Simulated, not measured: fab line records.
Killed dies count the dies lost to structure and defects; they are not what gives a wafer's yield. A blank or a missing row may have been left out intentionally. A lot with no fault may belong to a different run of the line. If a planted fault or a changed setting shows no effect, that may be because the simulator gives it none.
Tool commonality check	flow sky130	10 lots and 29 wafers in the sample

## WHAT PROMPTED THE OPENING
Of 10 lots, 2 have the reading VIA4_W_RS flagged at SKY_VIA4_RS_MEAS_19. No-fault wafers: 0.2269 ohm/sq, standard deviation 0.0023.
Rule: a lot gets a flag if all its wafers with a number sit over 4 standard deviations from that mean, or if no wafer of it has a number. The rest of the lots are taken to be sound.

lot	measured	on	VIA4_W_RS (ohm/sq), wafer by wafer	flag
L278	day 43 04:37	filmMetro-03	0.2239 0.2260 0.2243	
L280	day 43 17:00	filmMetro-04	0.2221 0.2244 0.2212	
L281	day 44 02:30	filmMetro-03	0.2234 0.2259 0.2239	
L283	day 44 12:52	filmMetro-03	0.2236 0.2286 0.2270	
L284	day 44 21:35	filmMetro-03	0.2228 0.2265 0.2269	
L288	day 46 00:07	filmMetro-01	0.5294 0.5144	FLAGGED
L289	day 46 02:58	filmMetro-03	0.4988 0.4875 0.5176	FLAGGED
L290	day 46 06:39	filmMetro-03	0.2306 0.2271 0.2280	
L299	day 48 10:56	filmMetro-01	0.2266 0.2278 0.2242	
L300	day 48 11:37	filmMetro-04	0.2312 0.2295 0.2294	
On average the flagged lots read 0.5095 ohm/sq, which is +0.2826 ohm/sq against the usual, or +99 or more standard deviations.

## LOT BY LOT: THE TOOL USED
The record holds 2 process steps before the reading, out of a route of 708 steps. In each cell: the tool, then ch and the chambers that the sampled wafers went through, then the start.
lot	flag	SKY_VIA4_SPUTTER_17	SKY_VIA4_CVD_18
L278		pvdSputter-02, day 43 04:22	cvdW-01 ch 0,1, day 43 04:28
L280		pvdSputter-02, day 43 16:47	cvdW-02 ch 0,1, day 43 16:51
L281		pvdSputter-02, day 44 02:17	cvdW-01 ch 0,1, day 44 02:21
L283		pvdSputter-02, day 44 12:39	cvdW-01 ch 0,1, day 44 12:43
L284		pvdSputter-04, day 44 21:21	cvdW-02 ch 0,1, day 44 21:25
L288	FLAGGED	pvdSputter-01, day 45 23:53	cvdW-01 ch 0, day 45 23:56
L289	FLAGGED	pvdSputter-02, day 46 02:44	cvdW-01 ch 0,1, day 46 02:48
L290		pvdSputter-02, day 46 06:26	cvdW-02 ch 0,1, day 46 06:30
L299		pvdSputter-02, day 48 10:42	cvdW-02 ch 0, day 48 10:46
L300		pvdSputter-04, day 48 11:21	cvdW-02 ch 0,1, day 48 11:28
What is done by these steps:
- SKY_VIA4_SPUTTER_17: material TiN, target thk 20 nm, time 80 s.
- SKY_VIA4_CVD_18: deposits W, target thk 505 nm, time 152.14 s.
- SKY_VIA4_RS_MEAS_19: measures by four-point-probe.

## FLAGGED AGAINST TOTAL, ONE TOOL AT A TIME (gauges that did the reading follow at the end)
step	tool	lots run	flagged	share of the flagged lots	sound lots run after its first flagged lot
SKY_VIA4_SPUTTER_17	pvdSputter-01	1	1	some	0
SKY_VIA4_SPUTTER_17	pvdSputter-02	7	1	some	2 (L290,L299)
SKY_VIA4_SPUTTER_17	pvdSputter-04	2	0	none	-
SKY_VIA4_CVD_18	cvdW-01	5	2	all	0
SKY_VIA4_CVD_18	cvdW-02	5	0	none	-
SKY_VIA4_RS_MEAS_19	filmMetro-01	2	1	some	1 (L299)
SKY_VIA4_RS_MEAS_19	filmMetro-03	6	1	some	1 (L290)
SKY_VIA4_RS_MEAS_19	filmMetro-04	2	0	none	-

## WHAT IS ALLOWED BY THE TABLE
All flagged lots share 1 row of the table, namely cvdW-01 at SKY_VIA4_CVD_18.
- cvdW-01 at SKY_VIA4_CVD_18 ran 5 lots, 2 of them flagged. It ran its last sound lot, L283, at day 44 12:43 and its first flagged lot, L288, at day 45 23:56: a fault with its onset between the two fits.
One tool is left: cvdW-01 at SKY_VIA4_CVD_18.

## WHAT THE SIMULATOR HAD PUT IN
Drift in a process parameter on cvdW-01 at SKY_VIA4_CVD_18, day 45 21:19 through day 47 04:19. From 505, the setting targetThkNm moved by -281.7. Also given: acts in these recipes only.
Shown lots that were struck: L288, L289. This agrees with what the rule above found.
